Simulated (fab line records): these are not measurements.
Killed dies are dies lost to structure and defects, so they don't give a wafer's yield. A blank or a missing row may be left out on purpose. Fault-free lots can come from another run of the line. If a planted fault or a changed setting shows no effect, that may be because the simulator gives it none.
Which tool did it? | flow sky130 | 42 wafers from 14 lots sampled at 4 of the route's 708 steps

== WHAT EACH GAUGE READ, for each wafer ==
SKY_VT_ADJUST_NCORE_OVL_MEAS_08. Usual: VT_ADJUST_NCORE_OVL gives 0.3 nm (standard deviation 1.1).
lot  | measured     | on         | VT_ADJUST_NCORE_OVL (nm) | flag
L386 | day 8 11:38  | overlay-02 | 1.3 1.5 0.3              |
L387 | day 8 20:17  | overlay-02 | 0.8 -0.1 0.4             |
L390 | day 9 21:14  | overlay-02 | 0.2 1.4 -0.3             |
L392 | day 10 11:52 | overlay-01 | -1.3 1.6 -1.6            |
L393 | day 10 18:53 | overlay-02 | -0.6 1.1 0.6             |
L394 | day 11 02:59 | overlay-02 | 0.4 -0.1 0.8             |
L395 | day 11 07:24 | overlay-02 | 0.5 0.4 -0.3             |
L397 | day 11 19:50 | overlay-02 | 0.5 1.7 2.1              |
L398 | day 12 03:05 | overlay-01 | -0.4 0.8 0.4             |
L402 | day 13 06:59 | overlay-02 | 1.9 0.5 1.5              |
L403 | day 13 14:02 | overlay-01 | -1.1 -0.7 -2.0           |
L404 | day 13 23:23 | overlay-02 | -1.2 1.7 1.0             |
L407 | day 14 15:38 | overlay-02 | 0.5 -1.2 0.7             |
L409 | day 15 09:59 | overlay-02 | -2.7 1.0 -0.3            |

SKY_POLY_GATE_CD_MEAS_13 targets a cd of 150 nm. Usual: cd-nm 151.1 nm, standard deviation 1.3.
lot  | measured     | on        | cd-nm (nm)        | flag
L386 | day 16 00:05 | cd-sem-01 | 151.1 151.1 152.3 |
L387 | day 16 10:46 | cd-sem-01 | 152.6 153.0 150.7 |
L390 | day 19 01:02 | cd-sem-01 | 150.3 150.3 150.5 |
L392 | day 19 06:26 | cd-sem-02 | 152.2 152.1 151.6 |
L393 | day 19 05:48 | cd-sem-01 | 152.5 153.9 153.5 |
L394 | day 19 09:47 | cd-sem-02 | 151.9 151.1 152.2 |
L395 | day 21 01:55 | cd-sem-01 | 151.9 150.9 151.2 |
L397 | day 21 03:34 | cd-sem-01 | 150.3 149.9 150.2 |
L398 | day 21 04:42 | cd-sem-01 | 152.0 152.7 149.9 |
L402 | day 22 03:22 | cd-sem-01 | 153.1 151.8 152.9 |
L403 | day 22 07:42 | cd-sem-01 | 151.5 151.8 152.2 |
L404 | day 22 17:47 | cd-sem-01 | 151.3 151.1 150.4 |
L407 | day 23 12:28 | cd-sem-02 | 150.2 149.5 151.1 |
L409 | day 24 08:11 | cd-sem-01 | 151.5 150.9 150.6 |

SKY_LDD_P_TW_MEAS_11. Usual: LDD_P_TW gives 626.0 (standard deviation 2.8).
lot  | measured     | on            | LDD_P_TW          | flag
L386 | day 18 22:53 | film-metro-02 | 624.2 623.6 624.1 |
L387 | day 19 03:36 | film-metro-01 | 629.7 630.1 628.0 |
L390 | day 21 12:43 | film-metro-02 | 625.7 626.4 627.0 |
L392 | day 21 18:14 | film-metro-04 | 628.6 626.2 625.2 |
L393 | day 21 17:24 | film-metro-02 | 625.9 625.1 627.3 |
L394 | day 22 02:23 | film-metro-01 | 625.6 621.6 624.2 |
L395 | day 23 17:38 | film-metro-04 | 627.9 629.7 626.9 |
L397 | day 23 20:22 | film-metro-02 | 621.9 621.6 623.9 |
L398 | day 23 19:50 | film-metro-01 | 622.5 622.3 622.3 |
L402 | day 24 18:29 | film-metro-02 | 626.0 626.3 625.1 |
L403 | day 24 22:46 | film-metro-01 | 625.8 626.2 626.3 |
L404 | day 25 08:07 | film-metro-01 | 628.8 625.3 628.1 |
L407 | day 26 01:55 | film-metro-01 | 623.3 623.5 623.7 |
L409 | day 26 21:08 | film-metro-01 | 626.9 625.6 624.5 |

== WHICH TOOL RAN EACH LOT (tool, then ch and the chambers of the sampled wafers, then the start) ==
lot  | SKY_SONOS_TUNNEL_PEB_05
L386 | litho-track-03 ch 0, day 11 05:32
L387 | litho-track-03 ch 0, day 11 14:37
L390 | litho-track-02 ch 0, day 12 19:23
L392 | litho-track-04 ch 0, day 13 09:44
L393 | litho-track-02 ch 0, day 13 18:11
L394 | litho-track-03 ch 0, day 14 01:41
L395 | litho-track-03 ch 0, day 14 08:23
L397 | litho-track-04 ch 0, day 14 22:10
L398 | litho-track-02 ch 0, day 15 05:11
L402 | litho-track-04 ch 0, day 16 12:31
L403 | litho-track-03, day 16 21:47
L404 | litho-track-04, day 17 06:31
L407 | litho-track-02 ch 0, day 17 22:14
L409 | litho-track-03 ch 0, day 18 23:04
- SKY_SONOS_TUNNEL_PEB_05

== AS READ BY THE TOOLS THEMSELVES (means over the sampled wafers that have a number; for cases with no such wafer, the mark the record gives instead) ==
SKY_SONOS_TUNNEL_PEB_05. Usual: exhaust-pa 45.1 Pa, standard deviation 0.88.
lot  | tool           | exhaust-pa (Pa) | flag
L386 | litho-track-03 | 45.4            |
L387 | litho-track-03 | 45.6            |
L390 | litho-track-02 | 45.8            |
L392 | litho-track-04 | 45.6            |
L393 | litho-track-02 | 45.5            |
L394 | litho-track-03 | 44.3            |
L395 | litho-track-03 | 45.4            |
L397 | litho-track-04 | 45.2            |
L398 | litho-track-02 | 44.3            |
L402 | litho-track-04 | 44.2            |
L403 | litho-track-03 | -               | OFF
L404 | litho-track-04 | -               | OFF
L407 | litho-track-02 | 44.9            |
L409 | litho-track-03 | 44.4            |

== THE ANSWER, worked out from the rows above alone ==
Rule: take the mean of a lot's wafers that have a number; if it is more than 3 standard deviations from the usual mean, the lot is off. Also off: a lot with no number at a reading for which 4 or more lots have one. Any other lot the step has rows for is counted as sound. Order of review: gauges by route order, followed by the tools' own readings, for which a lot's mean as printed above is used. The first step at which some lot is off is used, and at that step the reading that is off furthest; a lot without a number counts as furthest.
Off: L403, L404, at SKY_SONOS_TUNNEL_PEB_05 (exhaust-pa). Without a number there: L403, L404.
If a tool, at that step or one of the process steps before it, ran each lot that is off and ran no sound lot following the first of them, it fits. None of those tried fits.

== WHAT WAS PUT IN BY THE SIMULATOR ==
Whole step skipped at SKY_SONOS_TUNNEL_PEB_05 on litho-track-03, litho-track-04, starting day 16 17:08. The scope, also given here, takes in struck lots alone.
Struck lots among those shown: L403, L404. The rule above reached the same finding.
